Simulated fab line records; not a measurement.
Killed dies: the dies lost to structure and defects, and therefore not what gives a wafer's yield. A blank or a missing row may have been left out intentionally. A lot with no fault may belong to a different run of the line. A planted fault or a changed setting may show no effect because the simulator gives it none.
Problem report, 8D (eight disciplines) form, completed by code + flow sky130 + the parts of the form that need people (team, actions taken, sign-off) are left out

1. PROBLEM STATEMENT
dose-ions-cm2 at SKY_LDD_N_IMPLANT_11 reads a mean of 6.4e+13 on 6 wafers of 2 lots; wafers without a fault read 7.5e+13 with a standard deviation of 8.4e+10. That is -99 or more standard deviations from the usual mean.
First observed at day 21 19:44: wafer L378.1, on implanter-01. The record has a number at this step for 39 wafers belonging to 13 lots. Rule for "out", or "out of limits": more than 4 standard deviations from the usual mean. All remaining wafers that have a number are taken as sound.

2. WHAT THIS IS AND IS NOT
| question                    | is                                | is not                                                                                       |
|-----------------------------|-----------------------------------|----------------------------------------------------------------------------------------------|
| which readings at this step | dose-ions-cm2, faraday-current-uA | -                                                                                            |
| which lots                  | L378, L380                        | L367, L368, L369, L370, L371, L374, L384, L386, L388, L389, L390                             |
| which wafers of those lots  | all that have a number            | -                                                                                            |
| read on which tools         | implanter-01                      | implanter-02, implanter-03                                                                   |
| when                        | from day 21 19:44                 | up to then (18 sound wafers); but 15 sound wafers of L384, L386, L388, L389, L390 came after |

3. THE SUSPECTS, EACH WITH WHAT RULES IT OUT
Counting: a tool stays on the suspect list if, at a process step up to the reading, it processed all lots that are out and no sound lot following the first of them.
- implanter-01 at SKY_LDD_N_IMPLANT_11: ruled out as a lasting fault. The sound lots L388 went through it after L378, its earliest lot that is out (day 21 19:44).
Left after counting: nothing in the record.

4. THE CAUSE (what the simulator had put in)
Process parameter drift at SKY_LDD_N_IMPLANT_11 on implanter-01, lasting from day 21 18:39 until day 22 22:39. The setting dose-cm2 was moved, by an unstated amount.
Counting ruled it out, wrongly.

5. THE EFFECT CHAIN, in route order
Each row: a reading where the mean over the struck wafers with a number is more than 3 standard deviations away from the usual. Only readings whose record carries a usual standard deviation are examined. hours: median over the lots of the time between each lot's start at the first step of this table that gives one and its start at this step. sigmas: the change, counted in usual standard deviations.
| hours | step                 | reading            | usual   | on struck wafers | change   | sigmas      |
|-------|----------------------|--------------------|---------|------------------|----------|-------------|
| 0     | SKY_LDD_N_IMPLANT_11 | dose-ions-cm2      | 7.5e+13 | 6.4e+13          | -1.1e+13 | -99 or more |
| 0     | SKY_LDD_N_IMPLANT_11 | faraday-current-uA | 423     | 360              | -64      | -7.3        |
Its process steps:
- SKY_LDD_N_IMPLANT_11
Later measuring or inspecting steps at which every struck wafer that the step has a row for has a number for every such reading, and none has moved that far: SKY_LDD_HVP_OVL_MEAS_07.

6. HOW IT WOULD HAVE BEEN CAUGHT EARLIER
In this record the first reading out of limits was taken at day 21 19:44, 1 hour after the fault began at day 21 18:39.
